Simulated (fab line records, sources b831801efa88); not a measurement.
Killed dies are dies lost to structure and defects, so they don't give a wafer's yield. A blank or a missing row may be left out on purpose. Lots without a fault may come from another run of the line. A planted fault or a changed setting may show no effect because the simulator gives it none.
Chamber matching | flow gf180mcu | GF_PASSIVATION_CVD_02 on pecvd-01: 3 sister chambers
The step deposits Si3N4, target thk 700 nm, time 486.18 s. 6 wafers are shown with their chamber, then 12 later ones without.

WAFERS WITH THEIR CHAMBER
wafer  | chamber | heater_power_w (W)
L090.2 | 2       | 673
L091.3 | 0       | 710
L091.6 | 0       | 743
L092.3 | 1       | 798
L092.4 | 2       | 609
L092.6 | 1       | 826

WAFERS WITHOUT THEIR CHAMBER
wafer  | heater_power_w (W)
L093.2 | 651
L093.3 | 623
L093.4 | 655
L094.2 | 664
L094.5 | 619
L094.6 | 682
L095.1 | 564
L095.3 | 815
L095.5 | 687
L097.3 | 685
L097.4 | 714
L097.5 | 811

WHICH CHAMBER EACH WENT THROUGH
wafer  | from the rows above     | in truth
L093.2 | 2                       | 2
L093.3 | 2                       | 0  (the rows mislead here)
L093.4 | can't be placed: 2 or 0 | 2
L094.2 | can't be placed: 2 or 0 | 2
L094.5 | 2                       | 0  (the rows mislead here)
L094.6 | can't be placed: 2 or 0 | 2
L095.1 | 2                       | 2
L095.3 | 1                       | 1
L095.5 | can't be placed: 0 or 2 | 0
L097.3 | can't be placed: 0 or 2 | 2
L097.4 | can't be placed: 0 or 2 | 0
L097.5 | 1                       | 1
Placed correctly: 4 of 12. Can't be placed from these rows: 6 (the true chamber is among the candidates in 6). Placed wrongly: 2.
How it was worked out, from the rows above alone: a wafer's distance from a chamber is the root of the sum, over the readings, of the square of ((its reading less the chamber's mean) divided by the reading's scatter). The wafer belongs to the nearest chamber; if the next one is less than 2 further off, it can't be placed. A chamber's mean is the mean of its shown wafers. The scatter: the root of (the sum of the squares of (reading less its chamber's mean) over the shown wafers, divided by (wafers less chambers)).
